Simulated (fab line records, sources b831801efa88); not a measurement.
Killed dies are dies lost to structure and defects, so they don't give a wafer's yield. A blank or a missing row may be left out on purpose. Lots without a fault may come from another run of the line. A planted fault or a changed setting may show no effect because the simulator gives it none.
Chamber matching | flow sky130 | SKY_SPACER_ETCHBACK_02 on rie_diel-04: 4 sister chambers
The step etches Si3N4 in CH3F/O2, stops on SiO2, time 46.7 s, target depth 45 nm. 14 wafers are shown with their chamber, then 7 later ones without.

WAFERS WITH THEIR CHAMBER
wafer  | chamber | O2_flow_sccm (sccm) | throttle_valve_pct (%) | oes_product_au (a.u.)
L910.1 | 3       | 29.99               | 10.558                 | 0.852
L910.4 | 0       | 30.14               | 10.572                 | 0.852
L910.6 | 0       | 30.23               | 10.559                 | 0.847
L911.4 | 0       | 30.12               | 10.555                 | 0.858
L911.5 | 3       | 30.14               | 10.561                 | 0.865
L911.6 | 0       | 30.11               | 10.566                 | 0.853
L920.1 | 1       | 29.97               | 10.568                 | 0.858
L920.2 | 0       | 30.07               | 10.551                 | 0.866
L920.4 | 2       | 30.04               | 10.560                 | 0.866
L925.2 | 0       | 30.19               | 10.539                 | 0.862
L925.3 | 3       | 30.02               | 10.565                 | 0.857
L925.6 | 2       | 29.96               | 10.552                 | 0.865
L927.3 | 0       | 30.05               | 10.567                 | 0.866
L927.4 | 2       | 29.87               | 10.569                 | 0.858

SIGNATURES (means of the wafers above)
reading            | chamber 0 | chamber 1 | chamber 2 | chamber 3 | scatter within a chamber
O2_flow_sccm       | 30.1300   | 29.9700   | 29.9567   | 30.0500   | 0.0716
throttle_valve_pct | 10.55843  | 10.56800  | 10.56033  | 10.56133  | 0.00964
oes_product_au     | 0.85771   | 0.85800   | 0.86300   | 0.85800   | 0.0067
Rule: a wafer's distance from a chamber is the root of the sum, over the readings, of the square of ((its reading less the chamber's mean) divided by the reading's scatter). The wafer belongs to the nearest chamber; if the next one is less than 2 further off, it can't be placed. The scatter: the root of (the sum of the squares of (reading less its chamber's mean) over the shown wafers, divided by (wafers less chambers)).

WAFERS WITHOUT THEIR CHAMBER
wafer  | O2_flow_sccm (sccm) | throttle_valve_pct (%) | oes_product_au (a.u.)
L927.6 | 30.15               | 10.580                 | 0.862
L928.2 | 30.00               | 10.570                 | 0.862
L928.3 | 30.07               | 10.571                 | 0.860
L928.4 | 29.78               | 10.554                 | 0.865
L933.2 | 29.96               | 10.579                 | 0.843
L933.4 | 30.06               | 10.566                 | 0.841
L933.5 | 30.14               | 10.558                 | 0.838

WHICH CHAMBER EACH WENT THROUGH
wafer  | from the rows above               | in truth
L927.6 | can't be placed: 0 or 3 or 1 or 2 | 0
L928.2 | can't be placed: 1 or 2 or 3 or 0 | 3
L928.3 | can't be placed: 3 or 1 or 0 or 2 | 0
L928.4 | can't be placed: 2 or 1 or 3      | 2
L933.2 | can't be placed: 1 or 3 or 2 or 0 | 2
L933.4 | can't be placed: 3 or 0 or 1 or 2 | 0
L933.5 | can't be placed: 0 or 3 or 1 or 2 | 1
Placed correctly: 0 of 7. Can't be placed from these rows: 7 (the true chamber is among the candidates in 7). Placed wrongly: 0.
